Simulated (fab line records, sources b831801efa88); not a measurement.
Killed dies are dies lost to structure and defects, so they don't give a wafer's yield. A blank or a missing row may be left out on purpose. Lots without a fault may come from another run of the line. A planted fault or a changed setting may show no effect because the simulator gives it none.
fab line records | flow sfq_line
record lots=6 wafers=18 last_day=91
route steps=325 shown M4@152 I4@163 JJ@178 M5@206
lots that met no fault: from a run of the same line without faults
start_h: hours from the record's first day to the start of the lot's first wafer shown | wait_h: hours since the lot's step before | " the same as in the row above | L1.1+2: a row that stands for several wafers | - no value, or no start given | * or withheld: withheld | < > ~ a bound
route shown NAME@n: a module of which the file shows steps, and the number in the route of the first | usual: mean/standard deviation of fault-free wafers | same: alike in all rows | chamber/n: place in a boat | sites: the reading at each site | _std_site: their standard deviation | _edge_site: outer sites' mean less inner sites' | radius_mm: how far each site lies from the wafer's centre | mask NAME#n: copy n | behind: the tool/chamber that last shaped the wafer | hold: why the lot was held/for how many hours/how that ended | device: the transistor (n, p or np) that didn't switch | end of line: the same wafers' tests at the end of the route | a step without rows: its recipe alone | killed: dies lost to structure and defects at the first sort, not the wafer's yield | map: a wafer's dies, x killed, . not, _ none there
set.NAME: the setting as run; set.NAME@STEP: as run at that earlier step | model.NAME: the simulator's own value behind a step, which no gauge read
lots at some steps of the route; a table a step, a row a wafer
services: from which hour (start_h, from the record's first day; less than 0 if before it) a tool's chamber was out of use, for how many hours, and why
## steps
# step SFQ_TRILAYER_M4_LITHO_COAT_098
# recipe resist=BARC spin_rpm=3000 resist_thk_nm=62
# step SFQ_TRILAYER_M4_LITHO_COAT_093
# recipe resist=KrF spin_rpm=3000 resist_thk_nm=600
# step SFQ_TRILAYER_M4_LITHO_SOFTBAKE_097
# recipe temp_c=withheld time_s=withheld resist=KrF
# step SFQ_TRILAYER_M4_LITHO_EXPOSE_094
# recipe mask_id=M4 na=0.6 source_shape=conventional sigma_outer=0.65 target_cd_nm=500 dose_mj=14.4
# step SFQ_TRILAYER_M4_LITHO_PEB_096
# recipe peb_temp_c=115 peb_time_s=60 resist=KrF
# step SFQ_TRILAYER_M4_LITHO_DEVELOP_095
# recipe time_s=60 resist=KrF
# step SFQ_M4_OVL_MEAS_926
# usual M4_OVL=3/8.5
# columns lot.wafer tool chamber start_h wait_h M4_OVL[nm]
L963.2 overlay-02 - 1018.92 0.1 13
L963.3 " - " " 13
L963.5 " - " " 11
L964.1 overlay-02 - 1021.32 0.1 9
L964.2 " - " " 16
L964.6 " - " " 13
L974.3 overlay-01 - 1114.81 0.1 0
L974.4 " - " " 5
L974.6 " - " " 10
L973.2 overlay-01 - 1117.50 0.1 9
L973.4 " - " " 14
L973.5 " - " " 10
L984.3 overlay-02 - 1204.85 0.1 1
L984.4 " - " " 2
L984.5 " - " " 0
L985.3 overlay-01 - 1220.54 0.1 -7
L985.5 " - " " -1
L985.6 " - " " -1
# step SFQ_TRILAYER_M4_BARC_OPEN_METAL_ETCH_123
# recipe mask_material=PR chemistry=O2 target_depth_nm=125 target=BARC icp_w=600 bias_w=80 pressure_mtorr=10 time_s=41.7
# usual drypump_motor_current_A=5.5/0.49 oes_product_au=0.685/0.005
# columns lot.wafer tool chamber start_h wait_h drypump_motor_current_A oes_product_au rf_hours_counter_h
L963.2 rie_metal-01 0 1018.97 0.0 5.8 0.672 -
L963.3 " 0 " " 5.8 0.680 -
L963.5 " 0 " " 5.8 0.691 -
L964.1 rie_metal-04 1 1021.35 0.0 6.2 0.693 120
L964.2 " 0 " " 5.0 0.683 11
L964.6 " 1 " " 6.2 0.687 -
L974.3 rie_metal-01 0 1114.85 0.0 5.9 0.693 -
L974.4 " 1 " " 5.0 0.684 -
L974.6 " 1 " " 5.0 0.680 -
L973.2 rie_metal-03 1 1117.53 0.0 4.9 0.692 84
L973.4 " 1 " " 4.9 0.685 -
L973.5 " 1 " " 4.9 0.686 -
L984.3 rie_metal-04 1 1204.90 0.0 6.2 0.688 -
L984.4 " 0 " " 5.0 0.685 -
L984.5 " 0 " " 5.0 0.677 -
L985.3 rie_metal-03 1 1220.58 0.0 4.9 0.687 -
L985.5 " 0 " " 5.7 0.681 -
L985.6 " 1 " " 4.9 0.681 -
# step SFQ_TRILAYER_M4_ETCH_METAL_ETCH_096
# recipe target=Nb stop_on=SiO2 mask_material=PR chemistry=Cl2/Ar target_depth_nm=240 icp_w=600 bias_w=80 pressure_mtorr=10 time_s=120
# usual drypump_motor_current_A=5.5/0.48 oes_product_au=0.894/0.0082
# columns lot.wafer tool chamber start_h wait_h drypump_motor_current_A oes_product_au rf_hours_counter_h
L963.2 rie_metal-01 0 1019.11 0.1 5.8 0.895 -
L963.3 " 0 " " 5.8 0.888 -
L963.5 " 0 " " 5.8 0.883 -
L964.1 rie_metal-04 1 1021.41 0.0 6.2 0.905 120
L964.2 " 0 " " 5.0 0.909 11
L964.6 " 1 " " 6.2 0.907 -
L974.3 rie_metal-01 0 1114.94 0.1 5.8 0.894 -
L974.4 " 1 " " 5.0 0.892 -
L974.6 " 1 " " 5.0 0.892 -
L973.2 rie_metal-03 1 1117.61 0.1 4.9 0.893 84
L973.4 " 1 " " 4.9 0.891 -
L973.5 " 1 " " 4.9 0.898 -
L984.3 rie_metal-04 1 1204.98 0.1 6.2 0.893 -
L984.4 " 0 " " 5.1 0.891 -
L984.5 " 0 " " 5.1 0.890 -
L985.3 rie_metal-03 1 1220.66 0.1 4.9 0.903 -
L985.5 " 0 " " 5.7 0.898 -
L985.6 " 1 " " 4.9 0.893 -
# step SFQ_TRILAYER_M4_STRIP_STRIP_097
# recipe gas=O2 power_w=200 platen_temp_c=40 overash_fraction=0.65 chemistry=O2 pressure_mtorr=50
# usual drypump_motor_current_A=5.5/0.48 oes_product_au=1.001/0.0074
# columns lot.wafer tool chamber start_h wait_h drypump_motor_current_A oes_product_au rf_hours_counter_h
L963.2 rie_metal-01 0 1019.52 0.4 5.9 1.006 -
L963.3 " 0 " " 5.9 0.995 -
L963.5 " 0 " " 5.8 1.004 -
L964.1 rie_metal-04 1 1021.54 0.1 6.2 0.995 120
L964.2 " 0 " " 5.0 1.013 11
L964.6 " 1 " " 6.2 0.992 -
L974.3 rie_metal-01 0 1115.22 0.2 5.8 0.992 -
L974.4 " 1 " " 5.0 0.994 -
L974.6 " 1 " " 5.0 0.998 -
L973.2 rie_metal-03 1 1117.78 0.1 4.9 0.997 84
L973.4 " 1 " " 4.9 1.001 -
L973.5 " 1 " " 4.9 1.002 -
L984.3 rie_metal-04 1 1205.26 0.2 6.2 0.992 -
L984.4 " 0 " " 5.0 0.998 -
L984.5 " 0 " " 5.1 0.998 -
L985.3 rie_metal-03 1 1220.95 0.2 4.9 0.997 -
L985.5 " 0 " " 5.6 0.985 -
L985.6 " 1 " " 4.9 0.999 -
# step SFQ_TRILAYER_M4_STRIP_SOLV_CLEAN_098
# recipe chemistry=NMP temp_c=70 time_s=600
# step SFQ_TRILAYER_I4_DEP_PECVD_099
# recipe material=SiO2 temp_c=150 time_s=111.11 pressure_torr=2.4 rf_w=183.3 precursor=SiH4/N2O target_thk_nm=500
# step SFQ_TRILAYER_I4_CMP_CMP_100
# recipe material=SiO2 down_force_psi=3 platen_rpm=60 pad_velocity_m_s=0.94248
# usual motor_current_A=10.2/1.4 time_to_endpoint_s=213/6.7
# columns lot.wafer tool chamber start_h wait_h motor_current_A time_to_endpoint_s model.SiO2_of_TRILAYER_I4_DEP_PECVD_099.thk_nm
L963.2 cmp-02 3 1021.95 1.0 9.4 213 200.2
L963.3 " 0 " " 10.4 211 199.9
L963.5 " 2 1023.45 2.5 11.8 219 200.3
L964.2 cmp-02 3 1027.95 5.6 8.6 202 198
L964.1 " 0 " " 10.6 207 199.7
L964.6 " 1 " " 10.3 204 199.8
L974.3 cmp-02 3 1136.33 20.5 8.5 208 199.7
L974.4 " 2 1137.83 22.0 12.0 235 181.8
L974.6 " 0 1138.83 23.0 10.3 220 201.6
L973.2 cmp-02 3 1139.33 20.5 9.2 207 201.6
L973.4 " 1 1140.33 21.5 9.6 229 180.9
L973.5 " 3 1141.33 22.5 9.2 231 180.6
L984.4 cmp-01 0 1207.75 1.8 12.5 220 200.5
L984.3 " 2 1208.75 2.9 10.0 222 200.7
L984.5 " 1 1210.25 4.3 7.2 230 202.2
L985.3 cmp-02 0 1222.60 1.0 10.1 201 199.9
L985.6 " 2 1223.60 2.0 11.1 216 200
L985.5 " 3 " " 8.7 211 199.5
# step SFQ_I4_BOW_MEAS_927
# recipe mode=bow
# usual I4_BOW=4/7.3
# columns lot.wafer tool chamber start_h wait_h I4_BOW[um]
L963.2 film_metro-03 - 1023.97 1.5 -11
L963.3 " - " " -1
L963.5 " - " " -11
L964.1 film_metro-03 - 1029.95 1.0 1
L964.2 " - " " -8
L964.6 " - " " 2
L974.3 film_metro-03 - 1139.37 2.5 15
L974.4 " - " " 7
L974.6 " - " " 2
L973.2 film_metro-03 - 1142.35 2.5 9
L973.4 " - " " -2
L973.5 " - " " 10
L984.3 film_metro-03 - 1210.79 1.5 13
L984.4 " - " " 13
L984.5 " - " " 4
L985.3 film_metro-01 - 1224.64 1.5 6
L985.5 " - " " 7
L985.6 " - " " 0
# step SFQ_TRILAYER_I4_METRO_MEASURE_101
# usual thk_nm=200.2/1.1
# columns lot.wafer tool chamber start_h wait_h thk_nm
L963.2 film_metro-03 - 1024.27 0.3 200.2
L963.3 " - " " 199.9
L963.5 " - " " 200.2
L964.1 film_metro-03 - 1030.07 0.1 199.6
L964.2 " - " " 198.1
L964.6 " - " " 199.8
L974.3 film_metro-03 - 1139.85 0.5 199.6
L974.4 " - " " 181.7
L974.6 " - " " 201.4
L973.2 film_metro-03 - 1142.65 0.3 201.6
L973.4 " - " " 181.0
L973.5 " - " " 180.8
L984.3 film_metro-03 - 1211.27 0.5 200.7
L984.4 " - " " 200.5
L984.5 " - " " 202.2
L985.3 film_metro-01 - 1225.12 0.5 199.9
L985.5 " - " " 199.5
L985.6 " - " " 200.0
# step SFQ_TRILAYER_I4_VIA_LITHO_COAT_108
# recipe resist=BARC spin_rpm=3000 resist_thk_nm=62
# step SFQ_TRILAYER_I4_VIA_LITHO_COAT_103
# recipe resist=KrF spin_rpm=3000 resist_thk_nm=650
# step SFQ_TRILAYER_I4_VIA_LITHO_SOFTBAKE_107
# recipe temp_c=withheld time_s=withheld resist=KrF
# step SFQ_TRILAYER_I4_VIA_LITHO_EXPOSE_104
# recipe mask_id=I4 na=0.6 source_shape=conventional sigma_outer=0.65 target_cd_nm=700 dose_mj=21.3
# step SFQ_TRILAYER_I4_VIA_LITHO_PEB_106
# recipe peb_temp_c=115 peb_time_s=60 resist=KrF
# step SFQ_TRILAYER_I4_VIA_LITHO_DEVELOP_105
# recipe time_s=60 resist=KrF
# step SFQ_I4_OVL_MEAS_928
# usual I4_OVL=2/5
# columns lot.wafer tool chamber start_h wait_h I4_OVL[nm]
L963.2 overlay-02 - 1027.65 0.1 2
L963.3 " - " " 7
L963.5 " - " " 4
L964.1 overlay-01 - 1183.20 0.1 1
L964.2 " - " " 1
L964.6 " - " " 1
L974.3 overlay-02 - 1272.39 0.1 2
L974.4 " - " " -4
L974.6 " - " " -2
L973.2 overlay-01 - 1275.98 0.1 -8
L973.4 " - " " -2
L973.5 " - " " -9
L984.3 overlay-01 - 1355.19 0.1 0
L984.4 " - " " -1
L984.5 " - " " 1
L985.3 overlay-01 - 1370.79 0.1 -7
L985.5 " - " " -1
L985.6 " - " " -1
# step SFQ_TRILAYER_I4_VIA_BARC_OPEN_VIA_ETCH_146
# recipe mask_material=PR chemistry=O2 target_depth_nm=125 target=BARC source_w=500 bias_w=80 pressure_mtorr=30 time_s=41.7
# step SFQ_TRILAYER_I4_VIA_ETCH_VIA_ETCH_106
# recipe target=SiO2 stop_on=Nb mask_material=PR taper_deg=20 chemistry=CHF3 target_depth_nm=260 source_w=500 bias_w=80 pressure_mtorr=30 time_s=withheld
# usual drypump_motor_current_A=5.6/0.52 oes_product_au=0.856/0.0049
# columns lot.wafer tool chamber start_h wait_h drypump_motor_current_A oes_product_au model.etch.depth_nm model.I4.feature_depth_nm
L963.2 rie_diel-03 2 1027.72 0.0 5.7 0.856 200.2 200.2
L963.3 " 3 " " 4.9 0.855 199.9 199.9
L963.5 " 3 " " 4.9 0.850 200.3 200.3
L964.1 rie_diel-01 1 1183.28 0.0 4.9 0.855 199.7 199.7
L964.2 " 2 " " 5.8 0.849 198 198
L964.6 " 2 " " 5.8 0.856 199.8 199.8
L974.3 rie_diel-01 0 1272.45 0.0 6.4 0.856 199.7 199.7
L974.4 " 3 " " 5.8 0.807 181.8 181.8
L974.6 " 2 " " 5.7 0.857 201.6 201.6
L973.2 rie_diel-03 2 1276.05 0.0 5.6 0.856 201.6 201.6
L973.4 " 0 " " 4.8 0.807 180.9 180.9
L973.5 " 0 " " 4.8 0.811 180.6 180.6
L984.3 rie_diel-03 2 1355.26 0.0 5.7 0.858 200.7 200.7
L984.4 " 1 " " 5.6 0.861 200.5 200.5
L984.5 " 3 " " 4.9 0.860 202.2 202.2
L985.3 rie_diel-01 3 1370.86 0.0 5.8 0.851 199.9 199.9
L985.5 " 0 " " 6.4 0.859 199.5 199.5
L985.6 " 1 " " 4.9 0.861 200 200
# step SFQ_TRILAYER_I4_VIA_STRIP_STRIP_107
# recipe gas=O2 power_w=200 platen_temp_c=40 overash_fraction=0.65 chemistry=O2 pressure_mtorr=50
# step SFQ_TRILAYER_I4_VIA_STRIP_SOLV_CLEAN_108
# recipe chemistry=NMP temp_c=70 time_s=600
# step SFQ_TRILAYER_JJ_TRILAYER_DEP_PRE_CLEAN_113
# recipe gas=Ar time_s=22.5 bias_v=250
# step SFQ_TRILAYER_JJ_TRILAYER_DEP_SPUTTER_109
# recipe material=Nb base_pressure_pa=1.33e-06 chamber_pressure_pa=0.1333 substrate_temp_c=20 target_thk_nm=150 power_w=2000 time_s=100
# usual chamber_pressure_pa=0.13331/0.00027 throttle_valve_pct=29.2/0.65
# columns lot.wafer tool chamber start_h wait_h chamber_pressure_pa throttle_valve_pct
L963.2 pvd_sputter-04 - 1028.64 0.0 0.13296 29.8
L963.3 " - " " 0.13336 28.8
L963.5 " - " " 0.13367 28.6
L964.1 pvd_sputter-03 - 1184.20 0.0 0.13353 29.9
L964.2 " - " " 0.13357 28.8
L964.6 " - " " 0.13367 28.8
L974.3 pvd_sputter-06 - 1273.37 0.0 0.13356 29.2
L974.4 " - " " 0.13351 29.8
L974.6 " - " " 0.1331 29.6
L973.2 pvd_sputter-04 - 1276.97 0.0 0.13363 27.7
L973.4 " - " " 0.1331 28.9
L973.5 " - " " 0.13354 28.8
L984.3 pvd_sputter-04 - 1356.35 0.0 0.13334 29.6
L984.4 " - " " 0.13344 30.0
L984.5 " - " " 0.13363 29.8
L985.3 pvd_sputter-04 - 1371.77 0.0 0.13377 30.1
L985.5 " - " " 0.13351 28.8
L985.6 " - " " 0.13353 29.8
# step SFQ_TRILAYER_JJ_TRILAYER_DEP_SPUTTER_110
# recipe material=Al base_pressure_pa=1.33e-06 target_thk_nm=8 power_w=500 time_s=10 chamber_pressure_pa=0.4
# step SFQ_TRILAYER_JJ_TRILAYER_DEP_AL_OXIDATION_111
# recipe pressure_mbar=0.014667 oxidation_time_s=600 temperature_k=293
# step SFQ_TRILAYER_JJ_TRILAYER_DEP_SPUTTER_112
# recipe material=Nb base_pressure_pa=1.33e-06 chamber_pressure_pa=0.1333 substrate_temp_c=20 target_thk_nm=170 power_w=2000 time_s=113.3
# step SFQ_JJ_RS_MEAS_929
# recipe thk_meas_gauge=four-point-probe reads=Nb_of_TRILAYER_JJ_TRILAYER_DEP_SPUTTER_112
# usual JJ_NB_RS=1.050/0.01
# columns lot.wafer tool chamber start_h wait_h JJ_NB_RS[ohm/sq]
L963.2 film_metro-04 - 1029.83 0.1 1.042
L963.3 " - " " 1.055
L963.5 " - " " 1.046
L964.1 film_metro-04 - 1185.37 0.0 1.040
L964.2 " - " " 1.036
L964.6 " - " " 1.035
L974.3 film_metro-01 - 1274.58 0.1 1.047
L974.4 " - " " 1.051
L974.6 " - " " 1.067
L973.2 film_metro-01 - 1278.16 0.1 1.063
L973.4 " - " " 1.043
L973.5 " - " " 1.051
L984.3 film_metro-04 - 1357.56 0.1 1.078
L984.4 " - " " 1.063
L984.5 " - " " 1.072
L985.3 film_metro-01 - 1372.99 0.1 1.039
L985.5 " - " " 1.031
L985.6 " - " " 1.055
# step SFQ_TRILAYER_JJ_CE_LITHO_COAT_119
# recipe resist=BARC spin_rpm=3000 resist_thk_nm=62
# step SFQ_TRILAYER_JJ_CE_LITHO_COAT_114
# recipe resist=KrF spin_rpm=3000 resist_thk_nm=600
# step SFQ_TRILAYER_JJ_CE_LITHO_SOFTBAKE_118
# recipe temp_c=withheld time_s=withheld resist=KrF
# step SFQ_TRILAYER_JJ_CE_LITHO_EXPOSE_115
# recipe mask_id=J5 na=0.6 source_shape=conventional sigma_outer=0.65 target_cd_nm=700 dose_mj=14.4
# step SFQ_TRILAYER_JJ_CE_LITHO_PEB_117
# recipe peb_temp_c=115 peb_time_s=60 resist=KrF
# step SFQ_TRILAYER_JJ_CE_LITHO_DEVELOP_116
# recipe time_s=60 resist=KrF
# step SFQ_JJ_OVL_MEAS_931
# usual J5_OVL=0/4.4
# columns lot.wafer tool chamber start_h wait_h J5_OVL[nm]
L963.2 overlay-02 - 1182.01 0.1 3
L963.3 " - " " 6
L963.5 " - " " 4
L964.1 overlay-01 - 1187.92 0.1 0
L964.2 " - " " -1
L964.6 " - " " 1
L974.3 overlay-02 - 1422.39 0.1 2
L974.4 " - " " 3
L974.6 " - " " 2
L973.2 overlay-01 - 1424.79 0.1 1
L973.4 " - " " 1
L973.5 " - " " 3
L984.3 overlay-02 - 1511.48 0.1 9
L984.4 " - " " 6
L984.5 " - " " 5
L985.3 overlay-01 - 1524.68 0.1 -1
L985.5 " - " " -8
L985.6 " - " " -3
# step SFQ_TRILAYER_JJ_CE_METRO_MEASURE_117
# step SFQ_TRILAYER_JJ_CE_BARC_OPEN_RIE_150
# recipe mask_material=PR chemistry=O2 target_depth_nm=240 target=BARC icp_w=600 bias_w=80 pressure_mtorr=10 time_s=80
# usual drypump_motor_current_A=5.4/0.49 oes_product_au=0.538/0.0041
# columns lot.wafer tool chamber start_h wait_h drypump_motor_current_A oes_product_au rf_hours_counter_h
L963.2 rie_metal-02 0 1183.24 0.8 5.8 0.536 64
L963.3 " 1 " " 4.8 0.544 -
L963.5 " 0 " " 5.8 0.538 -
L964.1 rie_metal-02 1 1189.16 1.0 4.8 0.540 15
L964.2 " 0 " " 5.8 0.543 65
L964.6 " 1 " " 4.8 0.536 -
L974.3 rie_metal-04 0 1423.65 0.6 5.0 0.543 -
L974.4 " 1 " " 6.2 0.537 -
L974.6 " 1 " " 6.2 0.540 -
L973.2 rie_metal-02 0 1426.02 0.8 5.8 0.536 98
L973.4 " 0 " " 5.8 0.540 -
L973.5 " 1 " " 4.8 0.538 -
L984.3 rie_metal-04 0 1512.74 0.6 5.0 0.539 -
L984.4 " 1 " " 6.2 0.535 -
L984.5 " 1 " " 6.2 0.537 -
L985.3 rie_metal-01 0 1525.94 0.6 5.8 0.541 -
L985.5 " 1 " " 5.0 0.531 -
L985.6 " 0 " " 5.8 0.546 -
# step SFQ_TRILAYER_M5_ETCH_METAL_ETCH_126
# recipe target=Nb stop_on=SiO2 mask_material=PR over_etch_frac=0.15 time_s=203.2 chemistry=Cl2/BCl3 target_depth_nm=265 icp_w=600 bias_w=80 pressure_mtorr=10
# usual drypump_motor_current_A=5.3/0.42 oes_product_au=0.728/0.0056
# columns lot.wafer tool chamber start_h wait_h drypump_motor_current_A oes_product_au rf_hours_counter_h model.SiO2_of_TRILAYER_I4_DEP_PECVD_099.thk_nm
L963.2 rie_metal-03 0 1319.15 0.0 5.7 0.729 100 180.4
L963.3 " 1 " " 4.9 0.723 - 180.2
L963.5 " 0 " " 5.7 0.728 - 180.5
L964.1 rie_metal-01 0 1322.75 0.0 5.8 0.732 48 179.9
L964.2 " 1 " " 5.0 0.736 38 178.3
L964.6 " 1 " " 5.0 0.731 - 180
L974.3 rie_metal-02 1 1427.50 0.1 4.8 0.738 - 180.1
L974.4 " 0 " " 5.8 0.733 - 161.8
L974.6 " 0 " " 5.8 0.729 - 181.8
L973.2 rie_metal-01 1 1429.85 0.0 5.0 0.726 50 181.9
L973.4 " 1 " " 5.0 0.732 - 161.3
L973.5 " 0 " " 5.9 0.739 - 160.8
L984.3 rie_metal-03 0 1650.11 0.1 5.6 0.727 - 181
L984.4 " 1 " " 4.9 0.726 - 180.9
L984.5 " 0 " " 5.6 0.732 - 182.4
L985.3 rie_metal-02 1 1667.28 0.2 4.8 0.730 - 180.6
L985.5 " 1 " " 4.8 0.738 - 180.2
L985.6 " 1 " " 4.8 0.728 - 180.7
## services
# columns tool chamber start_h hours kind
rie_metal-01 - 1004.31 0.3 repair
film_metro-03 - 1057.21 1.1 pm
cmp-02 - 1105.99 2.7 repair
rie_metal-04 0 1126.82 15.7 repair
rie_metal-03 - 1140.67 1.4 pm
rie_metal-01 1 1148.61 3.9 repair
film_metro-03 - 1149.65 1.1 pm
rie_metal-02 0 1149.82 14.0 repair
rie_metal-01 0 1171.11 2.8 repair
rie_metal-01 - 1209.65 1.4 pm
rie_metal-01 0 1246.55 4.4 repair
rie_metal-03 - 1257.89 1.5 repair
rie_metal-01 - 1272.46 0.3 repair
rie_metal-04 - 1276.77 15.6 pm
rie_metal-04 - 1352.83 28.1 pm
rie_metal-04 - 1382.93 0.5 repair
rie_metal-03 1 1441.72 19.1 repair
rie_metal-04 - 1469.06 1.0 repair
rie_metal-04 1 1489.88 6.7 repair
rie_metal-01 - 1517.06 2.8 pm
rie_metal-01 0 1577.70 3.8 repair
rie_metal-01 0 1624.73 22.1 repair
rie_metal-03 - 1627.91 14.6 pm
rie_metal-01 0 1651.97 2.0 repair
## key
first_sign step=SFQ_TRILAYER_I4_CMP_CMP_100 reading=time_to_endpoint_s direction=up sigmas=2.8 usual=* struck=*
effect step=SFQ_TRILAYER_I4_METRO_MEASURE_101 reading=thk_nm direction=down sigmas=18 usual=200.2 struck=181.2
effect step=SFQ_TRILAYER_I4_VIA_ETCH_VIA_ETCH_106 reading=oes_product_au direction=down sigmas=9.6 usual=0.856 struck=0.808
model_effect step=SFQ_TRILAYER_I4_CMP_CMP_100 value=SiO2_of_TRILAYER_I4_DEP_PECVD_099.thk_nm without=201.1 struck=181.1
model_effect step=SFQ_TRILAYER_I4_VIA_ETCH_VIA_ETCH_106 value=etch.depth_nm without=201.1 struck=181.1
model_effect step=SFQ_TRILAYER_M5_ETCH_METAL_ETCH_126 value=SiO2_of_TRILAYER_I4_DEP_PECVD_099.thk_nm without=181.3 struck=161.3
met_at SFQ_TRILAYER_I4_CMP_CMP_100
struck_wafers L973.4,L973.5,L974.4
fault kind=process_parameter_drift tool=cmp-02 chamber=- onset_h=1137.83 steps=SFQ_TRILAYER_I4_CMP_CMP_100 channel=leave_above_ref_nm offset=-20 shape=step end_h=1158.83 scope=struck_wafers_only acts_in=these_recipes_only stated=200
